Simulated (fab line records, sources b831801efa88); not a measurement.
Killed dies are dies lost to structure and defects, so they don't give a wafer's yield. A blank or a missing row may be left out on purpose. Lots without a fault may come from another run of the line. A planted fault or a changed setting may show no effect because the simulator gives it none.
Which tool did it? | flow sky130 | 11 lots, 33 wafers sampled, at 3 steps of a route of 708

WHAT THE GAUGES READ, wafer by wafer
SKY_CONTACT_THK_MEAS_01.
lot  | measured     | on            | CONTACT_CVD_00_THK (nm)
L292 | day 31 08:34 | film_metro-01 | 75.0 75.3 76.2
L294 | day 31 17:05 | film_metro-02 | 74.3 75.5 74.9
L296 | day 32 20:12 | film_metro-01 | 74.5 74.5 75.4
L298 | day 33 07:52 | film_metro-02 | 73.7 75.9 75.4
L299 | day 33 08:14 | film_metro-04 | 74.4 73.6 74.9
L301 | day 33 10:06 | film_metro-02 | 148.1 151.2 151.8
L300 | day 33 21:25 | film_metro-02 | 74.3 74.1 75.2
L302 | day 34 15:42 | film_metro-02 | 75.0 74.4 76.1
L308 | day 36 02:02 | film_metro-01 | 148.7 151.0 151.2
L311 | day 37 09:40 | film_metro-04 | 74.2 73.1 76.4
L313 | day 37 15:02 | film_metro-02 | 75.0 73.6 74.2

WHICH TOOL RAN EACH LOT (tool, then ch and the chambers of the sampled wafers, then the start)
lot  | SKY_LOCAL_INTERCONNECT_STRIP_15      | SKY_CONTACT_CVD_00
L292 | plasma_asher-04 ch 0,1, day 31 07:56 | pecvd-04 ch 0,1,2, day 31 08:31
L294 | plasma_asher-04 ch 0,1, day 31 16:23 | pecvd-04 ch 0,1,2, day 31 17:02
L296 | plasma_asher-02 ch 0,1, day 32 19:34 | pecvd-01 ch 0,1,2, day 32 20:10
L298 | plasma_asher-04 ch 0,1, day 33 07:14 | pecvd-03 ch 0,2, day 33 07:50
L299 | plasma_asher-01 ch 0,1, day 33 07:35 | pecvd-04 ch 1,2, day 33 08:13
L301 | plasma_asher-02 ch 0,1, day 33 09:14 | pecvd-01 ch 0,1, day 33 09:52
L300 | plasma_asher-04 ch 0,1, day 33 20:44 | pecvd-04 ch 0,1,2, day 33 21:22
L302 | plasma_asher-04 ch 0,1, day 34 15:02 | pecvd-01 ch 1,2, day 34 15:38
L308 | plasma_asher-04 ch 0,1, day 36 01:08 | pecvd-01 ch 0,2, day 36 01:00
L311 | plasma_asher-02 ch 0,1, day 37 08:32 | pecvd-04 ch 0,1,2, day 37 09:38
L313 | plasma_asher-02 ch 0,1, day 37 14:03 | pecvd-04 ch 0,1,2, day 37 14:59
- SKY_LOCAL_INTERCONNECT_STRIP_15: strips in O2/N2.
- SKY_CONTACT_CVD_00: deposits Si3N4, target thk 75 nm.

THE ANSWER, worked out from the rows above alone
Rule: what is usual is taken from the lots themselves. Put in order of their means at a reading, lots are off if they are a third of the lots or fewer, leave a main group of 4 or more, and stand apart from it by a gap of 3 or more times the standard deviation of the main group's means; of several such gaps the widest counts. A main group whose means are all the same, to the digits that the tables above print for the reading, isn't used. A lot without any number at a reading at which 4 lots or more have one is off too. The other lots that the step has rows for count as sound.
Off: L301, L308, at SKY_CONTACT_THK_MEAS_01 (CONTACT_CVD_00_THK). The main group: mean 74.8 nm, standard deviation 0.38.
A tool fits if, at a process step before that reading, it ran every lot that is off, and no sound lot after the first of them. The gauges at SKY_CONTACT_THK_MEAS_01 are tried like those tools. None of those tried fits.

WHAT THE SIMULATOR HAD PUT IN
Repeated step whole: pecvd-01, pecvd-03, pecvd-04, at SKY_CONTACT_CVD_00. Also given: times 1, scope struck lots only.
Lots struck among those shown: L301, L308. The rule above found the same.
